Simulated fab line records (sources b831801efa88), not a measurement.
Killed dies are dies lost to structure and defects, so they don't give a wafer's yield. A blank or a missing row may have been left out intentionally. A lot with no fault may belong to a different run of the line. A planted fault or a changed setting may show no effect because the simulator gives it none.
The same fault as seen by 2 desks -- flow sky130 -- each desk has only its own numbers; what lay behind them comes last

TOOL OWNER'S DESK, lithoTrack-03
The tool's own readings at SKY_GATE_OXIDE_COAT_05 (resist thk 1140 nm): means of the sampled wafers that have a number, for each lot that ran on this tool. A lot is out of limits, marked OUT, if its mean lies more than 4 standard deviations from the usual mean; the brackets give that distance.
Columns: A = chillPlateTempC at SKY_GATE_OXIDE_COAT_05, usual 23.00 C; B = spinSpeedRpm at SKY_GATE_OXIDE_COAT_05, usual 3000.3 rpm
lot,first seen here,A,B
L787,day 15 05:46,22.97,2997.5
L790,day 15 23:22,23.00,3000.4
L791,day 16 11:35,22.92,3002.3
L797,day 18 15:10,23.01,3002.3
L802,day 20 16:13,22.94,3003.0
L804,day 20 23:38,23.08,3004.9
This desk found nothing out of limits on any of the 6 lots.

AT THE METROLOGY DESK
Means of the sampled wafers that have a number, per lot and without regard to the tool the lot ran on: this is what the gauges read. A lot is out of limits, marked OUT, if its mean lies more than 4 standard deviations from the usual mean; the brackets give that distance.
Columns: A = CAPM_TIN_THK at SKY_CAPM_THK_MEAS_04, usual 196 nm
lot,first seen here,A
L784,day 37 22:35,195
L785,day 38 12:39,200
L787,day 38 15:28,196
L790,day 39 08:02,196
L789,day 39 09:25,194
L791,day 39 16:33,198
L792,day 40 06:19,198
L796,day 41 08:28,200
L797,day 41 16:22,196
L802,day 43 02:09,194
L804,day 43 07:28,194
This desk found nothing out of limits on any of the 11 lots.

PUT TOGETHER
The desk of the tool owner found nothing out of limits.
Nothing out of limits was seen by the metrology desk.

WHAT THE SIMULATOR PUT IN
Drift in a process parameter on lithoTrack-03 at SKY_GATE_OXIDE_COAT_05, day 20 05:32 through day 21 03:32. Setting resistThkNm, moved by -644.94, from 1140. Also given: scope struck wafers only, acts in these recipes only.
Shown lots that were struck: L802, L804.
